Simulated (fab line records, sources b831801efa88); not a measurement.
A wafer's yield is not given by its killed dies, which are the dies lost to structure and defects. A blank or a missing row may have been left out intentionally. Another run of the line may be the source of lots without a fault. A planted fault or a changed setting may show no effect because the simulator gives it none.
2 desks, one fault	flow gf180mcu	each desk holds nothing but its own numbers, with what lay behind them at the end

AT THE TOOL OWNER'S DESK: plasmaAsher-02
The tool's own readings at GF_VT_IMPLANT_STRIP_31 (strips in O2/N2): means of the sampled wafers that have a number, for each lot that ran on this tool. The brackets show how far a lot's mean lies from the usual mean; more than 4 standard deviations puts the lot out of limits, marked OUT.
Columns: A = chamberPressureMTorr at GF_VT_IMPLANT_STRIP_31, usual 1500.0 mTorr; B = drypumpMotorCurrentA at GF_VT_IMPLANT_STRIP_31, usual 5.7 A; C = heaterPowerW at GF_VT_IMPLANT_STRIP_31, usual 337 W; D = oesProductAu at GF_VT_IMPLANT_STRIP_31, usual 0.716 a.u.; E = stripTimeToEndpointS at GF_VT_IMPLANT_STRIP_31, usual 12.62 s
lot	first seen here	A	B	C	D	E
L940	day 9 07:33	1500.1	5.8	356	0.711	12.58
L947	day 10 20:14	1198.3 (-99 or more) OUT	5.5	360	0.676 (-8.9) OUT	13.56 (+29) OUT
L948	day 11 06:44	1201.8 (-99 or more) OUT	5.5	358	0.679 (-8.3) OUT	13.56 (+28) OUT
This desk finds L947, L948 out of limits, L947 being first, at day 10 20:14 (chamberPressureMTorr at GF_VT_IMPLANT_STRIP_31). In limits: L940.

METROLOGY DESK
Lot by lot, what the gauges showed, no matter which tool ran the lot: averages of those sampled wafers that carry a number. The brackets show how far a lot's mean lies from the usual mean; more than 4 standard deviations puts the lot out of limits, marked OUT. It has 10 readings; the 7 that lie furthest out on some lot are the ones shown.
Columns: A = VT_IMPLANT_2_TW at GF_VT_IMPLANT_TW_MEAS_21, usual 1216; B = VT_IMPLANT_02_OVL at GF_VT_IMPLANT_OVL_MEAS_29, usual -0.1 nm; C = VT_IMPLANT_3_TW at GF_VT_IMPLANT_TW_MEAS_32, usual 270.1; D = VT_IMPLANT_4_TW at GF_VT_IMPLANT_TW_MEAS_43, usual 690; E = MVSD_RS at GF_VT_IMPLANT_RS_MEAS_46, usual 456.5 ohm/sq; F = LVPWELL_RS at GF_VT_IMPLANT_RS_MEAS_48, usual 1197 ohm/sq; G = MVPSD_RS at GF_VT_IMPLANT_RS_MEAS_49, usual 1169.0 ohm/sq
lot	first seen here	A	B	C	D	E	F	G
L936	day 7 06:31	1211	0.1	268.6	685	454.6	1194	1166.5
L937	day 7 12:01	1207	-0.3	273.7	700	456.0	1198	1165.9
L940	day 8 14:29	1218	1.9	267.5	682	455.7	1199	1172.5
L943	day 9 14:46	1221	-0.1	267.3	693	457.0	1200	1168.6
L947	day 10 02:37	1218	0.0	266.8	684	457.1	1201	1170.1
L948	day 10 12:41	1205	-0.4	270.8	697	455.8	1193	1170.1
This desk found nothing out of limits on any of the 6 lots.

ALL TOGETHER
The tool owner's desk had the chance to raise an alarm at day 10 20:14 on L947, L948.
At the metrology desk, nothing out of limits was observed.
The metrology desk has L947, L948 on record, within its limits.
Every lot named ran GF_VT_IMPLANT_STRIP_31 on plasmaAsher-02.

WHAT HAD BEEN PUT IN BY THE SIMULATOR
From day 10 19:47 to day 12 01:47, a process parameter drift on plasmaAsher-02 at GF_VT_IMPLANT_STRIP_31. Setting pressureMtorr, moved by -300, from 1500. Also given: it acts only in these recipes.
Lots struck among those shown: L947, L948.
Each desk's first reading out of limits, in hours after the fault started: the tool owner's desk, 0.
